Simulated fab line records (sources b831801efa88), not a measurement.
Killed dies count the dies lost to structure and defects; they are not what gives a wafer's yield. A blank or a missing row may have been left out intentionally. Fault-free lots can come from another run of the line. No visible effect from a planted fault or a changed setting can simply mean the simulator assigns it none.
fab line records    flow sky130
record: lots: 11  wafers: 33  last-day: 50
route steps=708 shown LI_CONTACT@376 CONTACT@411 PAD_OPEN@708
lots with no fault: from the same line, run without faults
start-h: start of the lot's first displayed wafer, in hours after the record's first day    wait-h: hours since the lot's step before    " same as the row above    L1.1+2: a single row standing in for several wafers    - no value, or no start was given    * or withheld: withheld    < > ~ a bound
route shown NAME@n: NAME is a module with steps in the file, n the number in the route of the first one    usual: mean/standard deviation taken from wafers without a fault    same: alike in all rows    chamber/n: place in a boat    sites: the reading at each site    _std_site: the standard deviation of these    _edge_site: the outer-site mean with the inner-site mean subtracted    radius-mm: for every site, how far away it sits from the centre of the wafer    mask NAME#n: copy n    behind: the last tool/chamber to shape the wafer    hold: what put the lot on hold/how long, in hours/how the hold closed    device: the n, p or np transistor that did not switch    end of line: tests run on the same wafers once the route is complete    a step with no rows: only its recipe    killed: at the first sort, the dies lost to defects and structure; wafer yield is something else    map: dies across one wafer; x = killed, . = not, _ = none there
set.NAME: setting as actually run; set.NAME@STEP: the setting as run at that earlier step    model.NAME: the simulator's own value behind a step, which no gauge read
the route's steps for a sample of lots (tables are steps, rows are wafers)
services: a tool's chamber out of use, with start hour (start-h, from the record's first day; less than 0 if before it), hours out, and reason
== steps ==
step: SKY_LI_CONTACT_ETCH_14
recipe: chemistry: N2/H2  target: BARC  ion-energy-ev: 200  source-w: 500  bias-w: 100  pressure-mtorr: 30  n2-flow-sccm: 100  h2-flow-sccm: 200  stop-on: SiO2  time-s: 45.9  target-depth-a: 600
usual: drypump-motor-current-A: 5.9/0.4  oes-product-au: 0.855/0.0049  rf-fwd-power-W: 495.7/1.8  throttle-valve-pct: 13.225/0.0095
lot.wafer  tool         chamber  start-h  wait-h  drypump-motor-current-A  oes-product-au  rf-fwd-power-W  rf-hours-counter-h  throttle-valve-pct
L455.1     rie-diel-02  0        701.50   0.0     6.0                      0.855           495.0           18                  13.218
L455.3     "            1        "        "       5.5                      0.861           498.0           13                  13.216
L455.6     "            0        "        "       6.0                      0.850           494.9           -                   13.234
L457.3     rie-diel-01  3        717.79   0.0     6.2                      0.861           497.1           19                  13.219
L457.5     "            0        "        "       5.9                      0.854           493.7           -                   13.243
L457.6     "            3        "        "       6.2                      0.857           498.3           -                   13.212
L459.1     rie-diel-01  2        743.15   0.0     6.0                      0.850           698.1           14                  13.225
L459.4     "            0        "        "       5.9                      0.857           696.1           9                   13.208
L459.6     "            2        "        "       6.0                      0.856           699.0           -                   13.216
L460.1     rie-diel-01  1        751.34   0.0     6.1                      0.854           693.4           10                  13.216
L460.3     "            0        "        "       5.9                      0.851           694.4           10                  13.226
L460.5     "            1        "        "       6.1                      0.856           692.5           -                   13.226
L461.1     rie-diel-03  0        752.20   0.0     5.9                      0.853           493.6           6                   13.228
L461.4     "            0        "        "       6.0                      0.857           495.1           -                   13.214
L461.5     "            2        "        "       5.0                      0.855           493.3           -                   13.221
L469.3     rie-diel-01  3        800.77   0.0     6.2                      0.864           497.7           22                  13.226
L469.4     "            0        "        "       5.9                      0.851           496.4           11                  13.245
L469.6     "            3        "        "       6.2                      0.850           495.4           -                   13.217
L470.2     rie-diel-01  3        813.82   0.0     6.2                      0.847           496.3           22                  13.231
L470.3     "            1        "        "       6.1                      0.852           493.7           12                  13.222
L470.5     "            1        "        "       6.1                      0.859           494.6           -                   13.223
L471.1     rie-diel-02  0        817.67   0.0     6.0                      0.855           493.4           20                  13.226
L471.4     "            1        "        "       5.5                      0.862           498.3           16                  13.229
L471.5     "            1        "        "       5.5                      0.853           496.0           -                   13.228
L472.2     rie-diel-01  0        824.22   0.0     5.9                      0.848           493.9           12                  13.215
L472.5     "            0        "        "       5.9                      0.856           495.0           -                   13.219
L472.6     "            3        "        "       6.2                      0.850           496.3           -                   13.228
L473.1     rie-diel-01  1        831.15   0.0     6.2                      0.853           492.3           12                  13.229
L473.2     "            0        "        "       5.9                      0.870           495.8           12                  13.249
L473.4     "            3        "        "       6.2                      0.855           493.2           23                  13.233
L475.3     rie-diel-03  0        843.00   0.0     5.9                      0.856           495.9           8                   13.228
L475.4     "            2        "        "       5.0                      0.861           493.0           8                   13.236
L475.5     "            2        "        "       5.0                      0.853           496.0           -                   13.234
step: SKY_LI_CONTACT_STRIP_16
recipe: chemistry: O2/N2  power-w: 1400  pressure-mtorr: 1500  platen-temp-c: withheld  o2-flow-sccm: 3000  n2-flow-sccm: 300  overash-fraction: 0.5
usual: drypump-motor-current-A: 5.69/0.29  oes-product-au: 0.375/0.0049  strip-time-to-endpoint-s: 3.49/0.031
same: overash-fraction: 0.5
lot.wafer  tool             chamber  start-h  wait-h  drypump-motor-current-A  oes-product-au  rf-hours-counter-h  strip-time-to-endpoint-s
L455.1     plasma-asher-01  1        701.62   -       5.29                     0.375           57                  3.53
L455.3     "                1        "        "       5.28                     0.371           -                   3.51
L455.6     "                1        "        "       5.30                     0.385           -                   3.55
L457.3     plasma-asher-04  0        717.95   -       5.93                     0.379           -                   3.51
L457.5     "                0        "        "       5.92                     0.373           -                   3.50
L457.6     "                1        "        "       5.84                     0.371           -                   3.51
L459.1     plasma-asher-04  0        743.27   -       5.88                     0.368           32                  3.34
L459.4     "                1        "        "       5.79                     0.373           -                   3.33
L459.6     "                0        "        "       5.88                     0.367           -                   3.37
L460.1     plasma-asher-04  1        751.47   -       5.87                     0.369           33                  3.37
L460.3     "                0        "        "       5.89                     0.367           -                   3.39
L460.5     "                1        "        "       5.81                     0.366           -                   3.38
L461.1     plasma-asher-01  1        752.32   -       5.30                     0.373           61                  3.46
L461.4     "                0        "        "       5.12                     0.374           -                   3.44
L461.5     "                0        "        "       5.11                     0.377           -                   3.48
L469.3     plasma-asher-01  0        800.93   -       5.11                     0.374           -                   3.52
L469.4     "                1        "        "       5.28                     0.365           -                   3.44
L469.6     "                0        "        "       5.13                     0.371           -                   3.51
L470.2     plasma-asher-04  0        813.95   -       5.88                     0.376           39                  3.53
L470.3     "                1        "        "       5.85                     0.371           -                   3.49
L470.5     "                1        "        "       5.83                     0.366           -                   3.47
L471.1     plasma-asher-04  0        817.80   -       5.87                     0.378           39                  3.46
L471.4     "                1        "        "       5.86                     0.375           -                   3.44
L471.5     "                1        "        "       5.85                     0.369           -                   3.45
L472.2     plasma-asher-02  1        824.35   -       5.94                     0.373           8                   3.52
L472.5     "                1        "        "       5.94                     0.373           -                   3.52
L472.6     "                0        "        "       5.72                     0.387           -                   3.53
L473.1     plasma-asher-02  1        831.27   -       5.92                     0.374           9                   3.51
L473.2     "                0        "        "       5.69                     0.373           9                   3.48
L473.4     "                1        "        "       5.93                     0.373           -                   3.50
L475.3     plasma-asher-02  1        843.16   -       5.91                     0.372           -                   3.44
L475.4     "                0        "        "       5.72                     0.382           -                   3.46
L475.5     "                0        "        "       5.70                     0.370           -                   3.47
step: SKY_LI_CONTACT_SPUTTER_20
recipe: material: TiN  target-thk-nm: 20  chamber-pressure-pa: 5  power-w: 4000  time-s: 80
usual: cathode-dc-power-W: 4000.0/0.71  throttle-valve-pct: 30.0/1.3
lot.wafer  tool            chamber  start-h  wait-h  cathode-dc-power-W  throttle-valve-pct
L455.1     pvd-sputter-02  -        702.01   0.0     3998.9              30.2
L455.3     "               -        "        "       3999.7              30.8
L455.6     "               -        "        "       3998.5              29.7
L457.3     pvd-sputter-03  -        718.29   0.0     3999.6              28.8
L457.5     "               -        "        "       3999.7              28.2
L457.6     "               -        "        "       4000.4              30.7
L459.1     pvd-sputter-03  -        743.64   0.0     4000.5              28.2
L459.4     "               -        "        "       4000.1              29.0
L459.6     "               -        "        "       3998.6              28.0
L460.1     pvd-sputter-03  -        751.84   0.0     3999.6              30.2
L460.3     "               -        "        "       3999.7              28.9
L460.5     "               -        "        "       4000.3              30.5
L461.1     pvd-sputter-02  -        752.69   0.0     4001.5              29.8
L461.4     "               -        "        "       3998.4              30.9
L461.5     "               -        "        "       3999.1              30.1
L469.3     pvd-sputter-03  -        801.29   0.0     4000.0              30.3
L469.4     "               -        "        "       4000.8              29.0
L469.6     "               -        "        "       3999.9              28.6
L470.2     pvd-sputter-04  -        814.37   0.0     4001.0              31.3
L470.3     "               -        "        "       4000.9              30.6
L470.5     "               -        "        "       3999.2              32.4
L471.1     pvd-sputter-04  -        818.17   0.0     3999.3              30.5
L471.4     "               -        "        "       3998.7              32.4
L471.5     "               -        "        "       3999.9              30.5
L472.2     pvd-sputter-04  -        824.75   0.0     4000.3              30.3
L472.5     "               -        "        "       3999.0              29.6
L472.6     "               -        "        "       4000.4              30.7
L473.1     pvd-sputter-03  -        831.64   0.0     3999.8              28.0
L473.2     "               -        "        "       3999.8              28.7
L473.4     "               -        "        "       4001.0              30.7
L475.3     pvd-sputter-04  -        843.51   0.0     4000.6              30.8
L475.4     "               -        "        "       4000.1              29.5
L475.5     "               -        "        "       4000.9              31.7
step: SKY_LI_CONTACT_CMP_24
recipe: stop-on: PSG  t-overpolish-s: 20  down-force-psi: 3.5  platen-rpm: 60  target-thk-nm: 0  pad-velocity-m-s: 0.94248
usual: motor-current-A: 10.8/0.57  overpolish-run-s: 20.000/0.0092  time-to-endpoint-s: 96/3.6
lot.wafer  tool    chamber  start-h  wait-h  motor-current-A  overpolish-run-s  time-to-endpoint-s
L455.3     cmp-01  0        702.38   0.0     9.9              19.988            100
L455.1     "       2        "        "       10.2             20.002            94
L455.6     "       1        "        "       10.7             20.005            97
L457.3     cmp-02  3        718.71   0.1     11.1             20.002            94
L457.5     "       2        "        "       11.8             20.000            93
L457.6     "       3        "        "       11.1             20.001            96
L459.1     cmp-01  1        744.11   0.1     10.8             20.014            103
L459.4     "       2        "        "       10.7             20.015            94
L459.6     "       3        "        "       11.4             19.992            94
L460.3     cmp-01  0        752.21   0.0     9.9              19.983            97
L460.1     "       2        "        "       10.5             20.009            94
L460.5     "       0        "        "       9.5              20.003            98
L461.1     cmp-01  0        753.11   0.1     10.1             20.020            97
L461.4     "       1        "        "       10.8             19.994            93
L461.5     "       0        "        "       10.2             19.995            95
L469.4     cmp-02  2        801.65   0.0     11.9             19.996            94
L469.3     "       1        "        "       11.2             20.010            94
L469.6     "       3        "        "       10.8             20.001            96
L470.2     cmp-01  3        814.74   0.0     11.0             20.014            94
L470.3     "       1        "        "       10.2             20.008            101
L470.5     "       0        "        "       10.1             20.002            101
L471.4     cmp-01  0        818.64   0.1     9.8              19.986            100
L471.1     "       1        "        "       10.6             19.989            104
L471.5     "       2        "        "       9.9              19.993            97
L472.2     cmp-02  0        825.69   0.5     11.7             19.994            103
L472.6     "       3        "        "       11.5             20.004            102
L472.5     "       0        "        "       10.7             20.006            103
L473.1     cmp-01  1        832.01   0.1     10.5             19.989            102
L473.4     "       2        "        "       10.6             20.002            98
L473.2     "       0        "        "       9.4              19.998            99
L475.4     cmp-02  3        843.93   0.1     10.7             20.002            93
L475.3     "       0        "        "       11.3             20.002            96
L475.5     "       3        "        "       10.8             20.001            95
step: SKY_CONTACT_BOW_MEAS_05
recipe: mode: bow
usual: CONTACT_BOW: 81/7.4
lot.wafer  tool           chamber  start-h  wait-h  CONTACT_BOW[um]
L455.1     film-metro-01  -        732.91   0.1     92
L455.3     "              -        "        "       88
L455.6     "              -        "        "       78
L457.3     film-metro-02  -        747.49   0.2     76
L457.5     "              -        "        "       77
L457.6     "              -        "        "       82
L459.1     film-metro-01  -        773.33   0.1     80
L459.4     "              -        "        "       79
L459.6     "              -        "        "       78
L460.1     film-metro-02  -        781.27   0.2     76
L460.3     "              -        "        "       70
L460.5     "              -        "        "       71
L461.1     film-metro-03  -        782.84   0.1     85
L461.4     "              -        "        "       72
L461.5     "              -        "        "       78
L469.3     film-metro-01  -        830.69   0.2     75
L469.4     "              -        "        "       80
L469.6     "              -        "        "       79
L470.2     film-metro-02  -        843.40   0.2     82
L470.3     "              -        "        "       64
L470.5     "              -        "        "       81
L471.1     film-metro-01  -        847.21   0.1     88
L471.4     "              -        "        "       90
L471.5     "              -        "        "       80
L472.2     film-metro-03  -        854.86   0.1     87
L472.5     "              -        "        "       81
L472.6     "              -        "        "       89
L473.1     film-metro-02  -        861.17   0.1     71
L473.2     "              -        "        "       65
L473.4     "              -        "        "       85
L475.3     film-metro-02  -        872.18   0.2     71
L475.4     "              -        "        "       76
L475.5     "              -        "        "       76
step: SKY_PAD_OPEN_PROBE_99
usual: killed_at_M0_to_M3: 42/6.7  killed_at_M4_up: 3.0/1.9  killed-at-contacts: 24/5.3  killed-at-front-end: 16/4.3  killed-at-other: 0.4/0.71  killed-dies: 85/9.6  killed-open: 46/6.5  killed-short: 39/6.7
same: gross-dies: 492  killed-at-back-side: 0
lot.wafer  tool       chamber  start-h  wait-h  killed_at_M0_to_M3  killed_at_M4_up  killed-at-contacts  killed-at-front-end  killed-at-other  killed-dies  killed-open  killed-short
L460.1     prober-02  -        1141.51  0.1     43                  4                30                  15                   0                92           43           49
L460.3     prober-02  -        1141.61  0.2     44                  3                21                  7                    0                75           40           35
killed by level:class
L460.1 LI_CONTACT:geometric-particle:open=12 LOCAL_INTERCONNECT:geometric-particle:short=10 VIA2:geometric-particle:open=8 VIA1:geometric-particle:open=7 METAL1:geometric-particle:short=7 VIA2:geometric-particle:short=7 METAL2:geometric-particle:short=5 FIELD_ISO:geometric-particle:open=3
L460.3 CONTACT:geometric-particle:open=10 VIA3:geometric-particle:open=8 METAL1:geometric-particle:short=7 METAL2:geometric-particle:short=6 VIA1:geometric-particle:open=6 VIA1:geometric-particle:short=4 VIA2:geometric-particle:open=4 POLY_GATE:geometric-particle:open=3
== services ==
tool             chamber  start-h  hours  kind
cmp-01           -        686.30   4.0    pm
plasma-asher-02  -        698.95   0.7    repair
pvd-sputter-04   -        699.05   0.6    repair
cmp-02           -        711.32   4.3    repair
plasma-asher-01  -        715.12   14.0   repair
rie-diel-03      2        723.66   3.0    repair
rie-diel-01      -        729.33   0.5    repair
plasma-asher-02  -        733.75   9.0    pm
rie-diel-02      3        740.15   5.8    repair
rie-diel-02      0        741.32   4.7    repair
cmp-02           -        744.00   4.0    pm
rie-diel-03      1        751.60   5.8    repair
cmp-01           -        759.02   2.1    repair
rie-diel-03      -        777.04   2.8    pm
cmp-01           -        784.23   1.7    repair
rie-diel-01      -        795.44   0.2    repair
rie-diel-01      2        797.60   1.7    repair
rie-diel-02      -        814.61   1.0    repair
cmp-02           -        817.50   8.1    pm
cmp-01           -        819.18   3.8    repair
rie-diel-02      -        823.32   44.5   repair
plasma-asher-04  -        824.86   14.6   pm
cmp-01           -        836.62   0.8    repair
rie-diel-02      2        837.89   7.0    repair
== key ==
first-sign: step: SKY_LI_CONTACT_ETCH_14  reading: rf-fwd-power-W  direction: up  sigmas: 99+  usual: 495.7  struck: 695.6
effect: step: SKY_LI_CONTACT_STRIP_16  reading: strip-time-to-endpoint-s  direction: down  sigmas: 4.3  usual: *  struck: *
met-at SKY_LI_CONTACT_ETCH_14
struck-lots L459,L460
tester-left-out L459,L460
not-acting-at SKY_LI_CONTACT_SPUTTER_20,SKY_LI_CONTACT_CMP_24,SKY_CONTACT_BOW_MEAS_05
onset-between 717.79 743.15
fault: kind: process-parameter-drift  tool: rie-diel-01  chamber: -  onset-h: 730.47  steps: SKY_LI_CONTACT_ETCH_14  channel: source-w  offset: 200  shape: step  end-h: 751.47  acts-in: these-recipes-only  stated: 500
tester-left-out: of these lots the tester's yield and bins aren't shown, on N5 and GAA mostly nor the transistor test; their killed dies are dies lost to structure and defects alone, not to doping, threshold or leakage, so they don't give the yield
